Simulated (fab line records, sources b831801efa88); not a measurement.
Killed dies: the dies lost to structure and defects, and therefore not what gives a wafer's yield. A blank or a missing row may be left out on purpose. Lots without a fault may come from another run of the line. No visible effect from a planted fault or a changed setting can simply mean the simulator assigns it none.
Chamber matching + flow gf180mcu + GF_V4_CMP_26 on cmp-02 has 4 sister chambers
The step polishes, stops on SiO2, t overpolish 15 s, target thk 0 nm. 8 wafers are shown with their chamber, then 8 later ones without.

WAFERS, EACH WITH ITS CHAMBER
| wafer  | chamber | time-to-endpoint-s (s) | motor-current-A (A) |
|--------|---------|------------------------|---------------------|
| L243.5 | 0       | 88                     | 10.4                |
| L244.6 | 3       | 84                     | 10.4                |
| L245.3 | 3       | 80                     | 10.6                |
| L245.6 | 2       | 81                     | 10.9                |
| L251.2 | 1       | 85                     | 10.3                |
| L251.3 | 2       | 88                     | 11.2                |
| L251.4 | 0       | 93                     | 10.6                |
| L253.2 | 1       | 88                     | 10.8                |

WAFERS WHOSE CHAMBER IS MISSING
| wafer  | time-to-endpoint-s (s) | motor-current-A (A) |
|--------|------------------------|---------------------|
| L253.3 | 83                     | 11.1                |
| L253.4 | 85                     | 11.0                |
| L257.1 | 89                     | 11.0                |
| L257.4 | 86                     | 10.5                |
| L257.5 | 87                     | 11.1                |
| L261.1 | 85                     | 11.2                |
| L261.3 | 83                     | 10.6                |
| L261.4 | 89                     | 10.6                |

EACH ONE'S CHAMBER
| wafer  | from the rows above               | in truth                   |
|--------|-----------------------------------|----------------------------|
| L253.3 | 2                                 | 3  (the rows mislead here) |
| L253.4 | can't be placed: 2 or 1           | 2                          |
| L257.1 | can't be placed: 2 or 1 or 0 or 3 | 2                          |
| L257.4 | can't be placed: 1 or 3 or 0      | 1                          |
| L257.5 | can't be placed: 2 or 1           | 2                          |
| L261.1 | 2                                 | 2                          |
| L261.3 | can't be placed: 3 or 1 or 2 or 0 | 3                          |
| L261.4 | can't be placed: 0 or 1 or 3 or 2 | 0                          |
Correct placement for 1 of the 8. Cannot be placed on the basis of these rows: 6; the candidates contain the true chamber in 6. Placed wrongly: 1.
How it was worked out, from the rows above alone: a wafer's distance from a chamber is the root of the sum, over the readings, of the square of ((its reading less the chamber's mean) divided by the reading's scatter). The wafer belongs to the nearest chamber; if the next one is less than 2 further off, it can't be placed. The mean given for a chamber averages the wafers shown for that chamber. The scatter: take each reading less its chamber's mean, square it, sum over the shown wafers, divide by the number of wafers less the number of chambers, and take the root.
